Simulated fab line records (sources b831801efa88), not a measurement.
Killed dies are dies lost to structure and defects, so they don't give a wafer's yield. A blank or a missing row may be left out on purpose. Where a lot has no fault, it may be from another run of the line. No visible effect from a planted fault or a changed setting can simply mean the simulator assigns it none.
The tool behind it: which one? | flow sky130 | 6 lots, 18 wafers sampled, at 2 steps of a route of 708

WHAT THE GAUGES SHOWED, per wafer
SKY_POLY_GATE_OVL_MEAS_14.
lot  | measured     | on         | POLY_GATE_OVL (nm)
L565 | day 17 07:46 | overlay-02 | 3 9 11
L568 | day 18 02:07 | overlay-01 | 2 4 6
L572 | day 20 01:46 | overlay-02 | -1 -6 1
L576 | day 21 13:58 | overlay-02 | -8 -4 -7
L579 | day 22 15:04 | overlay-01 | -2 1 1
L582 | day 23 14:58 | overlay-02 | 10 -3 3

EACH LOT AND THE TOOL THAT RAN IT (in order: tool; ch and the chambers of the sampled wafers; start)
lot  | SKY_SONOS_ONO_SOFTBAKE_09
L565 | litho-track-03 ch 0, day 13 01:23
L568 | litho-track-04 ch 0, day 13 16:41
L572 | litho-track-02 ch 0, day 15 07:02
L576 | litho-track-03 ch 0, day 16 17:46
L579 | litho-track-03 ch 0, day 17 18:10
L582 | litho-track-03 ch 0, day 18 15:53
- SKY_SONOS_ONO_SOFTBAKE_09: time 60 s.

THE ANSWER, worked out from the rows above alone
Rule: the lots themselves supply what counts as usual. Put in order of their means at a reading, lots are off if they are a third of the lots or fewer, leave a main group of 4 or more, and stand apart from it by a gap of 3 or more times the standard deviation of the main group's means; of several such gaps the widest counts. A main group whose means are all the same, to the digits that the tables above print for the reading, isn't used. A lot without any number at a reading at which 4 lots or more have one is off too. Any other lot the step has rows for is counted as sound.
No lot is off at any reading shown: from this, nothing can be told.

WHAT THE SIMULATOR HAD PUT IN
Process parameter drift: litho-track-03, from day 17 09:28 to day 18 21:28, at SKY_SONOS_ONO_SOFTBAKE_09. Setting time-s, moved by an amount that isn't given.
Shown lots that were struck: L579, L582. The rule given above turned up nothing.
